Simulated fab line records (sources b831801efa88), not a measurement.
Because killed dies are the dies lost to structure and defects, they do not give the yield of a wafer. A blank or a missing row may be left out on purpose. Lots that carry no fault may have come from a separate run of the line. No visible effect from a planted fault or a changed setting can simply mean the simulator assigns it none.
What tool caused it? | flow sky130 | 7 lots, 21 wafers sampled, at 1 step of a route of 708

== WHAT EACH GAUGE READ, for each wafer ==
SKY_SONOS_TUNNEL_OVL_MEAS_08.
lot  | measured     | on         | SONOS_TUNNEL_OVL (nm)
L571 | day 11 10:17 | overlay-02 | -0.5 1.0 -1.3
L573 | day 12 03:44 | overlay-02 | 0.6 0.0 -0.1
L575 | day 13 07:41 | overlay-01 | 0.7 1.2 -0.5
L577 | day 13 14:46 | overlay-01 | -1.3 0.0 1.2
L586 | day 16 08:11 | overlay-02 | -1.6 -0.6 -1.7
L590 | day 17 21:29 | overlay-02 | 0.7 2.0 -0.1
L593 | day 18 22:49 | overlay-01 | 2.0 1.7 -0.4

== WHAT TOOL EACH LOT RAN ON (gives the tool, then ch and the chambers of the sampled wafers, and finally the start) ==
Record: no process step prior to these readings.

== THE ANSWER, worked out from the rows above alone ==
Rule: usual is defined by the lots themselves. The widest of any qualifying gaps counts: lots, ordered by their means at a reading, are off when they make up no more than a third of the lots, leave a main group of 4 or more, and stand apart from it by 3 or more times the standard deviation of that group's means. The tables above print the reading to a certain number of digits; a main group whose means all agree to those digits is not used. Also off: a lot with no number at a reading for which 4 or more lots have one. Any other lot the step has rows for is counted as sound.
No lot is off on any of the readings shown, so nothing can be concluded from this.

== WHAT WAS PUT IN BY THE SIMULATOR ==
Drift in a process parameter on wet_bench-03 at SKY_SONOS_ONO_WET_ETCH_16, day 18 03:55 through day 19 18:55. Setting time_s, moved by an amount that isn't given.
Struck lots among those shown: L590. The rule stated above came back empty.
